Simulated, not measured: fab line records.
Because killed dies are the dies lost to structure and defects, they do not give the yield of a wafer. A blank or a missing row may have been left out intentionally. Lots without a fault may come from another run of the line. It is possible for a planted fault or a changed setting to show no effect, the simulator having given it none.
Lot-split experiment -- flow sky130 -- 23 wafers read across 5 lots, on a route 708 steps long

== ON THE SPLIT ==
At SKY_VT_ADJUST_PCH_IMPLANT_08, the setting energy kev was moved away from the recipe's 10 on 10 of the 23 wafers read, by -5.2% to +4.4%. This setting was run at the recipe's value on the other wafers.

The reading comes from the split's own step.

== THE READING ==
implant.drp nm (the simulator's own value, which no gauge read), in nm, at SKY_VT_ADJUST_PCH_IMPLANT_08. There is no usual value for it anywhere in the file.

wafer,"tool, chamber at the split",energy kev as run,against the recipe,"implant.drp nm, nm",against lot-mates on the recipe
L076.1,"implanter-03, 0",10,recipe,17.11,-
L076.6,"implanter-03, 0",10,recipe,17.11,-
L076.2,"implanter-03, 0",10.42,+4.2%,17.61,+0.50
L076.3,"implanter-03, 0",10.42,+4.2%,17.61,+0.50
L076.5,"implanter-03, 0",10.42,+4.2%,17.61,+0.50
L080.1,"implanter-02, 0",9.608,-3.9%,16.64,-0.47
L080.3,"implanter-02, 0",9.608,-3.9%,16.64,-0.47
L080.6,"implanter-02, 0",9.608,-3.9%,16.64,-0.47
L080.4,"implanter-02, 0",10,recipe,17.11,-
L080.5,"implanter-02, 0",10,recipe,17.11,-
L082.1,"implanter-01, 0",10,recipe,17.11,-
L082.2,"implanter-01, 0",10,recipe,17.11,-
L082.5,"implanter-01, 0",10,recipe,17.11,-
L082.3,"implanter-01, 0",10.44,+4.4%,17.64,+0.53
L082.6,"implanter-01, 0",10.44,+4.4%,17.64,+0.53
L083.4,"implanter-01, 0",10,recipe,17.11,-
L083.5,"implanter-01, 0",10,recipe,17.11,-
L083.6,"implanter-01, 0",10,recipe,17.11,-
L085.2,"implanter-01, 0",10,recipe,17.11,-
L085.5,"implanter-01, 0",10,recipe,17.11,-
L085.6,"implanter-01, 0",10,recipe,17.11,-
L085.3,"implanter-01, 0",9.477,-5.2%,16.48,-0.63
L085.4,"implanter-01, 0",9.477,-5.2%,16.48,-0.63

THE FIT
A straight line over all 23 wafers: implant.drp nm changes by +0.12 nm for each +1% of energy kev; r = +1.00; the points scatter about the line by 0.0017 nm.
The same after taking each lot's own level away (the mean of its wafers on the recipe; 23 wafers): +0.12 nm for each +1%; r = +1.00; scatter 0.0017 nm.
Per that fit: largest energy kev move, reading shift of 0.63 nm.
The lots' own levels span 17.110 to 17.110 nm.
The two slopes are in agreement: the lot-to-lot level therefore moves the slope only a little.
Check: -0.627 nm against its lot-mates is what the line predicts for one of the wafers moved furthest among these (-5.2%) when that wafer is left out of the fit. It came out at -0.63 nm against them.

== OTHER SPLITS ON THESE WAFERS ==
These wafers also went through other splits before the reading. Each is held against what the fit with the lots' levels taken away leaves over:
other split on the same wafers,wafers away from the commonest value,r with implant.drp nm (lot level and that fit taken away)
SKY_VT_ADJUST_NCORE_DEVELOP_06 develop time s,9,+0.16
SKY_VT_ADJUST_HVTR_COAT_02 resist thk nm,8,-0.26
SKY_VT_ADJUST_HVTR_STRIP_10 power w,4,+0.19

== THE WHOLE CHAIN: every reading that the file lists as answering this split, in the file's order ==
step,what it does,reading,change (the file's fit),r (the file's)
SKY_VT_ADJUST_PCH_IMPLANT_08,,"implant.rp nm (the simulator's own value, which no gauge read)",+0.296 nm for each +1% of the setting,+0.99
SKY_VT_ADJUST_PCH_IMPLANT_08,,"implant.drp nm (the simulator's own value, which no gauge read)",+0.12 nm for each +1% of the setting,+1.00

== THE FILE'S OWN FIT ==
implant.drp nm changes by +0.12 nm for each +1% of energy kev, r = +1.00.
